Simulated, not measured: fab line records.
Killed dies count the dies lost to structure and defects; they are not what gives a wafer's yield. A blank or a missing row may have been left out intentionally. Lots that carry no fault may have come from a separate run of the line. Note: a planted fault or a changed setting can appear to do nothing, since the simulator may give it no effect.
Which of the tools did it? ; flow sky130 ; 30 wafers from 10 lots sampled at 2 of the route's 708 steps

== WHAT THE GAUGES SHOWED, per wafer ==
SKY_CONTACT_CD_MEAS_14: the cd target is 170 nm.
lot;measured;on;cd_nm (nm)
L913;day 31 07:55;cd_sem-01;168.2 167.3 169.0
L914;day 32 03:11;cd_sem-02;171.1 170.7 170.8
L918;day 33 11:53;cd_sem-01;170.2 169.1 167.4
L919;day 33 18:19;cd_sem-02;170.4 171.3 171.0
L926;day 35 20:34;cd_sem-01;170.8 171.3 169.7
L927;day 36 09:49;cd_sem-02;169.8 169.3 167.8
L929;day 38 12:25;cd_sem-02;170.3 169.0 170.5
L930;day 38 13:40;cd_sem-01;170.2 171.2 171.5
L933;day 38 14:04;cd_sem-02;171.3 170.4 169.9
L932;day 38 14:45;cd_sem-01;167.6 169.8 168.8

== WHAT TOOL EACH LOT RAN ON (gives the tool, then ch and the chambers of the sampled wafers, and finally the start) ==
lot;SKY_LOCAL_INTERCONNECT_STRIP_15
L913;plasma_asher-04 ch 0,1, day 30 04:30
L914;plasma_asher-03 ch 0, day 30 22:24
L918;plasma_asher-04 ch 0,1, day 32 08:08
L919;plasma_asher-03 ch 0,1, day 32 13:56
L926;plasma_asher-02 ch 0,1, day 34 16:42
L927;plasma_asher-03 ch 0,1, day 35 06:38
L929;plasma_asher-02 ch 0,1, day 37 08:18
L930;plasma_asher-03 ch 1, day 37 09:18
L933;plasma_asher-02 ch 0,1, day 37 09:53
L932;plasma_asher-04 ch 0,1, day 37 11:04
- SKY_LOCAL_INTERCONNECT_STRIP_15: strips in O2/N2.

== THE ANSWER, worked out from the rows above alone ==
Rule: usual is defined by the lots themselves. The widest of any qualifying gaps counts: lots, ordered by their means at a reading, are off when they make up no more than a third of the lots, leave a main group of 4 or more, and stand apart from it by 3 or more times the standard deviation of that group's means. A main group whose means are all the same, to the digits that the tables above print for the reading, isn't used. Also off: a lot with no number at a reading for which 4 or more lots have one. The other lots that the step has rows for count as sound.
Nothing can be told from this: no lot is off at any reading shown.

== WHAT THE SIMULATOR HAD INSERTED ==
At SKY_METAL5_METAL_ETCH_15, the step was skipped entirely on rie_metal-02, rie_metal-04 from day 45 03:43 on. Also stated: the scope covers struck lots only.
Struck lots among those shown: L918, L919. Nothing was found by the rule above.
